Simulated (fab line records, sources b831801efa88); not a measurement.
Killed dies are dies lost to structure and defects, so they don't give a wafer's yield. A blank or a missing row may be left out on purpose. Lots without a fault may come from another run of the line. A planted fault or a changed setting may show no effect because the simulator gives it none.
fab line records | flow sky130
record lots=14 wafers=41 last_day=49
route steps=708 shown POLY_GATE@235 POLY_CUT@319 LOCAL_INTERCONNECT@395 VIA1@459
lots that met no fault: from a run of the same line without faults
start_h: hours from the record's first day to the start of the lot's first wafer shown | wait_h: hours since the lot's step before | " the same as in the row above | L1.1+2: a row that stands for several wafers | - no value, or no start given | * or withheld: withheld | < > ~ a bound
route shown NAME@n: a module of which the file shows steps, and the number in the route of the first | usual: mean/standard deviation of fault-free wafers | same: alike in all rows | chamber/n: place in a boat | sites: the reading at each site | _std_site: their standard deviation | _edge_site: outer sites' mean less inner sites' | radius_mm: how far each site lies from the wafer's centre | mask NAME#n: copy n | behind: the tool/chamber that last shaped the wafer | hold: why the lot was held/for how many hours/how that ended | device: the transistor (n, p or np) that didn't switch | end of line: the same wafers' tests at the end of the route | a step without rows: its recipe alone | killed: dies lost to structure and defects at the first sort, not the wafer's yield | map: a wafer's dies, x killed, . not, _ none there
set.NAME: the setting as run; set.NAME@STEP: as run at that earlier step | model.NAME: the simulator's own value behind a step, which no gauge read
steps of the route over a sample of lots; a table a step, a row a wafer
services: from which hour (start_h, from the record's first day; less than 0 if before it) a tool's chamber was out of use, for how many hours, and why
## steps
# step SKY_POLY_GATE_THK_MEAS_21
# recipe reads=SiO2_of_POLY_GATE_OXIDATION_20
# usual POLY_GATE_OXIDATION_THK=3.98/0.074
# columns lot.wafer tool chamber start_h wait_h POLY_GATE_OXIDATION_THK[nm]
L986.1 film_metro-02 - 382.20 0.0 3.92
L986.2 " - " " 3.81
L986.3 " - " " 4.00
L988.4 film_metro-02 - 388.35 0.0 4.05
L988.5 " - " " 3.96
L988.6 " - " " 4.04
L989.1 film_metro-03 - 396.31 0.0 3.96
L989.4 " - " " 4.05
L989.5 " - " " 4.06
L990.2 film_metro-04 - 400.43 0.0 4.08
L990.4 " - " " 4.09
L990.6 " - " " 4.05
L991.1 film_metro-04 - 419.28 0.0 4.10
L991.2 " - " " 4.12
L991.6 " - " " 4.03
L992.2 film_metro-02 - 425.42 0.0 4.00
L992.3 " - " " 4.04
L992.6 " - " " 4.00
L994.2 film_metro-04 - 436.72 0.0 3.92
L994.3 " - " " 3.94
L994.4 " - " " 4.01
L995.4 film_metro-02 - 451.83 0.0 4.02
L995.5 " - " " 4.01
L995.6 " - " " 3.96
L997.2 film_metro-04 - 487.36 0.0 3.92
L997.3 " - " " 4.08
L997.4 " - " " 4.03
L998.1 film_metro-04 - 493.39 0.0 3.92
L998.3 " - " " 3.88
L998.5 " - " " 3.87
L999.2 film_metro-02 - 495.11 0.0 4.00
L999.4 " - " " 3.90
L999.5 " - " " 3.89
L100.2 film_metro-03 - 507.00 0.0 3.98
L100.3 " - " " 3.93
L100.5 " - " " 4.02
L103.2 film_metro-04 - 521.26 0.0 3.90
L103.6 " - " " 3.77
L105.2 film_metro-02 - 541.42 0.0 4.04
L105.5 " - " " 4.01
L105.6 " - " " 3.95
# step SKY_POLY_CUT_STRIP_12
# recipe chemistry=O2/N2 power_w=1400 pressure_mtorr=1500 platen_temp_c=withheld o2_flow_sccm=3000 n2_flow_sccm=300 overash_fraction=0.5
# usual drypump_motor_current_A=5.46/0.27 o2_flow_sccm=3000/8.9 oes_product_au=0.453/0.0044 strip_time_to_endpoint_s=5.362/0.017
# columns lot.wafer tool chamber start_h wait_h drypump_motor_current_A o2_flow_sccm oes_product_au rf_hours_counter_h strip_time_to_endpoint_s
L986.1 plasma_asher-02 0 568.14 0.0 6.08 3002 0.462 86 5.351
L986.2 " 1 " " 5.35 2992 0.456 86 5.385
L986.3 " 0 " " 6.07 3006 0.461 - 5.376
L988.4 plasma_asher-01 1 574.46 0.1 5.86 3005 0.449 - 5.360
L988.5 " 1 " " 5.81 2989 0.456 - 5.369
L988.6 " 0 " " 5.32 2994 0.450 - 5.382
L989.1 plasma_asher-01 0 582.10 0.0 5.35 3014 0.460 15 5.381
L989.4 " 1 " " 5.83 2999 0.453 - 5.357
L989.5 " 1 " " 5.80 2993 0.449 - 5.384
L990.2 plasma_asher-02 0 585.35 0.0 6.09 3004 0.453 88 5.339
L990.4 " 0 " " 6.06 3019 0.458 - 5.371
L990.6 " 1 " " 5.36 2995 0.451 - 5.361
L991.1 plasma_asher-03 0 605.36 0.0 5.39 3004 0.446 78 5.351
L991.2 " 1 " " 5.20 2994 0.459 78 5.363
L991.6 " 0 " " 5.39 2999 0.447 - 5.348
L992.2 plasma_asher-03 1 610.70 0.0 5.26 2991 0.455 79 5.337
L992.3 " 0 " " 5.40 3005 0.458 - 5.346
L992.6 " 0 " " 5.42 3004 0.453 - 5.343
L994.2 plasma_asher-02 0 622.84 0.0 6.08 2994 0.448 92 5.343
L994.3 " 0 " " 6.12 3009 0.457 - 5.385
L994.4 " 1 " " 5.33 2992 0.449 - 5.364
L995.4 plasma_asher-01 1 638.66 0.1 5.84 3011 0.458 - 5.363
L995.5 " 1 " " 5.83 3007 0.441 - 5.341
L995.6 " 0 " " 5.34 3001 0.448 - 5.363
L997.2 plasma_asher-03 1 669.68 0.0 5.19 3002 0.451 85 5.378
L997.3 " 0 " " 5.40 3017 0.445 - 5.370
L997.4 " 1 " " 5.23 2987 0.460 - 5.373
L998.1 plasma_asher-01 1 674.45 0.0 5.83 2997 0.456 24 5.370
L998.3 " 1 " " 5.83 3008 0.451 - 5.367
L998.5 " 0 " " 5.34 3009 0.453 - 5.365
L999.2 plasma_asher-01 1 676.60 0.0 5.80 2995 0.452 24 5.354
L999.4 " 1 " " 5.83 3005 0.449 - 5.344
L999.5 " 1 " " 5.84 3003 0.453 - 5.344
L100.2 plasma_asher-03 0 686.60 0.0 5.39 2997 0.443 86 5.358
L100.3 " 1 " " 5.19 3021 0.456 - 5.356
L100.5 " 0 " " 5.38 2998 0.454 - 5.352
L103.2 plasma_asher-03 1 701.38 0.0 5.23 3009 0.450 88 5.334
L103.6 " 1 " " 5.20 3029 0.454 - 5.355
L105.2 plasma_asher-03 1 716.10 0.0 5.19 3015 0.453 89 5.393
L105.5 " 1 " " 5.18 2999 0.452 - 5.373
L105.6 " 0 " " 5.37 3008 0.447 - 5.364
# step SKY_LOCAL_INTERCONNECT_EXPOSE_08
# recipe mask_id=LI1M na=0.8 source_shape=annular sigma_inner=0.55 sigma_outer=0.85 target_cd_nm=170 dose_mj=28
# usual exposure_dose_mJ_cm2=27.98/0.033
# same na=0.8
# columns lot.wafer tool chamber start_h wait_h mask exposure_dose_mJ_cm2
L986.1 krf_scanner-01 0 701.58 - LI1M#0 27.98
L986.2 " 0 " " LI1M#0 27.98
L986.3 " 0 " " LI1M#0 27.96
L988.4 krf_scanner-01 0 708.68 - LI1M#0 28.01
L988.5 " 0 " " LI1M#0 28.00
L988.6 " 0 " " LI1M#0 27.99
L989.1 krf_scanner-01 0 713.31 - LI1M#0 28.02
L989.4 " 0 " " LI1M#0 27.99
L989.5 " 0 " " LI1M#0 28.02
L990.2 krf_scanner-01 0 716.31 - LI1M#0 27.99
L990.4 " 0 " " LI1M#0 28.00
L990.6 " 0 " " LI1M#0 27.97
L991.1 krf_scanner-02 0 735.56 - LI1M#0 27.97
L991.2 " 0 " " LI1M#0 27.98
L991.6 " 0 " " LI1M#0 27.95
L992.2 krf_scanner-02 0 739.81 - LI1M#0 27.97
L992.3 " 0 " " LI1M#0 27.98
L992.6 " 0 " " LI1M#0 27.98
L994.2 krf_scanner-02 0 751.55 - LI1M#0 27.97
L994.3 " 0 " " LI1M#0 27.96
L994.4 " 0 " " LI1M#0 27.95
L995.4 krf_scanner-01 0 765.75 - LI1M#0 28.00
L995.5 " 0 " " LI1M#0 28.02
L995.6 " 0 " " LI1M#0 28.01
L997.2 krf_scanner-01 0 795.72 - LI1M#0 27.97
L997.3 " 0 " " LI1M#0 28.03
L997.4 " 0 " " LI1M#0 28.00
L998.1 krf_scanner-01 0 799.66 - LI1M#0 27.99
L998.3 " 0 " " LI1M#0 28.05
L998.5 " 0 " " LI1M#0 28.03
L999.2 krf_scanner-02 0 801.78 - LI1M#0 27.99
L999.4 " 0 " " LI1M#0 27.96
L999.5 " 0 " " LI1M#0 27.92
L100.2 krf_scanner-01 0 811.17 - LI1M#0 28.03
L100.3 " 0 " " LI1M#0 28.03
L100.5 " 0 " " LI1M#0 28.01
L103.2 krf_scanner-01 0 826.16 - LI1M#0 28.00
L103.6 " 0 " " LI1M#0 28.01
L105.2 krf_scanner-02 0 838.76 - LI1M#0 27.99
L105.5 " 0 " " LI1M#0 27.99
L105.6 " 0 " " LI1M#0 27.98
# step SKY_LOCAL_INTERCONNECT_CD_MEAS_11
# recipe target_cd_nm=170
# usual cd_nm=169.6/1.4
# columns lot.wafer tool chamber start_h wait_h hold cd_nm
L986.1 cd_sem-01 - 714.89 - - 170.3
L986.2 " - " " - 169.9
L986.3 " - " " - 170.8
L988.4 cd_sem-01 - 721.99 - - 170.8
L988.5 " - " " - 171.1
L988.6 " - " " - 169.6
L989.1 cd_sem-01 - 726.19 - - 167.7
L989.4 " - " " - 170.2
L989.5 " - " " - 168.0
L990.2 cd_sem-01 - 730.15 - - 172.1
L990.4 " - " " - 172.0
L990.6 " - " " - 170.9
L991.1 cd_sem-01 - 748.21 - - 169.7
L991.2 " - " " - 169.6
L991.6 " - " " - 169.7
L992.2 cd_sem-01 - 752.80 - - 168.6
L992.3 " - " " - 169.4
L992.6 " - " " - 168.1
L994.2 cd_sem-01 - 765.40 - - 168.3
L994.3 " - " " - 168.8
L994.4 " - " " - 167.3
L995.4 cd_sem-01 - 778.77 - - 170.3
L995.5 " - " " - 169.6
L995.6 " - " " - 170.3
L997.2 cd_sem-01 - 808.51 - - 169.2
L997.3 " - " " - 170.0
L997.4 " - " " - 170.7
L998.1 cd_sem-01 - 812.14 - - 170.8
L998.3 " - " " - 169.4
L998.5 " - " " - 171.4
L999.2 cd_sem-01 - 815.08 - - 170.0
L999.4 " - " " - 170.2
L999.5 " - " " - 171.6
L100.2 cd_sem-01 - 824.26 - await_dispo/0.2h/release 171.7
L100.3 " - " " await_dispo/0.2h/release 170.1
L100.5 " - " " await_dispo/0.2h/release 142.8
L100.2 cd_sem-01 - 824.55 0.3 - 171.2
L100.3 " - " " - 169.9
L100.5 " - " " - 142.7
L103.2 cd_sem-01 - 838.57 - await_dispo/0.2h/release 169.7
L103.6 " - " " await_dispo/0.2h/release 141.5
L103.2 cd_sem-01 - 838.85 0.3 - 169.7
L103.6 " - " " - 141.7
L105.2 cd_sem-01 - 852.29 - - 168.0
L105.5 " - " " - 169.8
L105.6 " - " " - 168.8
# step SKY_VIA1_THK_MEAS_01
# recipe reads=SiO2_of_VIA1_HDPCVD_00
# usual VIA1_HDPCVD_THK=1033/11
# columns lot.wafer tool chamber start_h wait_h VIA1_HDPCVD_THK[nm]
L986.1 film_metro-03 - 774.06 0.1 1011
L986.2 " - " " 1041
L986.3 " - " " 1013
L988.4 film_metro-03 - 779.41 0.0 1012
L988.5 " - " " 1028
L988.6 " - " " 1022
L989.1 film_metro-02 - 784.48 0.1 1033
L989.4 " - " " 1024
L989.5 " - " " 1045
L990.2 film_metro-04 - 788.64 0.1 1031
L990.4 " - " " 1026
L990.6 " - " " 1038
L991.1 film_metro-04 - 806.42 0.1 1045
L991.2 " - " " 1048
L991.6 " - " " 1033
L992.2 film_metro-02 - 810.31 0.1 1052
L992.3 " - " " 1042
L992.6 " - " " 1042
L994.2 film_metro-02 - 822.78 0.1 1032
L994.3 " - " " 1029
L994.4 " - " " 1030
L995.4 film_metro-03 - 835.02 0.0 1030
L995.5 " - " " 1048
L995.6 " - " " 1041
L997.2 film_metro-04 - 864.54 0.1 1040
L997.3 " - " " 1027
L997.4 " - " " 1026
L998.1 film_metro-04 - 868.94 0.1 1030
L998.3 " - " " 1035
L998.5 " - " " 1022
L999.2 film_metro-04 - 871.22 0.1 1046
L999.4 " - " " 1030
L999.5 " - " " 1046
L100.2 film_metro-03 - 880.74 0.1 1048
L100.3 " - " " 1034
L100.5 " - " " 1040
L103.2 film_metro-04 - 894.98 0.1 1039
L103.6 " - " " 1035
L105.2 film_metro-03 - 908.16 0.1 1019
L105.5 " - " " 1043
L105.6 " - " " 1016
## services
# columns tool chamber start_h hours kind
krf_scanner-02 - 558.53 0.3 repair
krf_scanner-01 - 566.33 0.8 pm
krf_scanner-02 - 592.57 0.8 pm
krf_scanner-01 - 599.44 3.6 pm
krf_scanner-01 - 621.79 1.3 pm
plasma_asher-03 - 640.99 1.4 repair
krf_scanner-01 - 645.76 1.0 pm
krf_scanner-02 - 648.16 1.3 pm
krf_scanner-02 - 653.01 0.2 repair
krf_scanner-02 - 671.98 7.2 pm
krf_scanner-02 - 688.20 1.2 repair
krf_scanner-02 - 695.88 1.0 pm
plasma_asher-01 - 719.50 1.9 repair
krf_scanner-01 - 735.13 0.8 pm
plasma_asher-03 - 735.66 8.4 repair
plasma_asher-01 - 742.75 2.8 pm
plasma_asher-01 - 746.89 2.0 repair
plasma_asher-03 - 750.92 1.3 repair
krf_scanner-02 - 761.37 0.8 pm
plasma_asher-01 - 762.29 11.0 pm
plasma_asher-03 - 765.97 14.6 pm
krf_scanner-01 - 774.64 11.7 repair
krf_scanner-01 - 797.79 1.3 pm
krf_scanner-01 - 814.84 1.0 pm
## key
first_sign step=SKY_LOCAL_INTERCONNECT_CD_MEAS_11 reading=visit direction=added
effect step=SKY_LOCAL_INTERCONNECT_CD_MEAS_11 reading=cd_nm direction=down sigmas=20 usual=169.6 struck=142.1
met_at SKY_LOCAL_INTERCONNECT_EXPOSE_08
struck_lots L100,L103
struck_wafers L100.5,L103.6
sort_left_out L100.5,L103.6
tester_left_out L100,L103
not_acting_at SKY_POLY_GATE_THK_MEAS_21,SKY_POLY_CUT_STRIP_12,SKY_VIA1_THK_MEAS_01
onset_between 799.66 811.17
fault kind=process_parameter_drift tool=krf_scanner-01 chamber=- onset_h=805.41 steps=SKY_LOCAL_INTERCONNECT_EXPOSE_08 channel=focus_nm offset=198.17 shape=step end_h=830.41 scope=struck_wafers_only
# tester_left_out: of these lots the tester's yield and bins aren't shown, on N5 and GAA mostly nor the transistor test; their killed dies are dies lost to structure and defects alone, not to doping, threshold or leakage, so they don't give the yield
# sort_left_out: the simulated sort isn't trusted on such a fault, so these wafers' sort isn't shown, and their yield isn't known
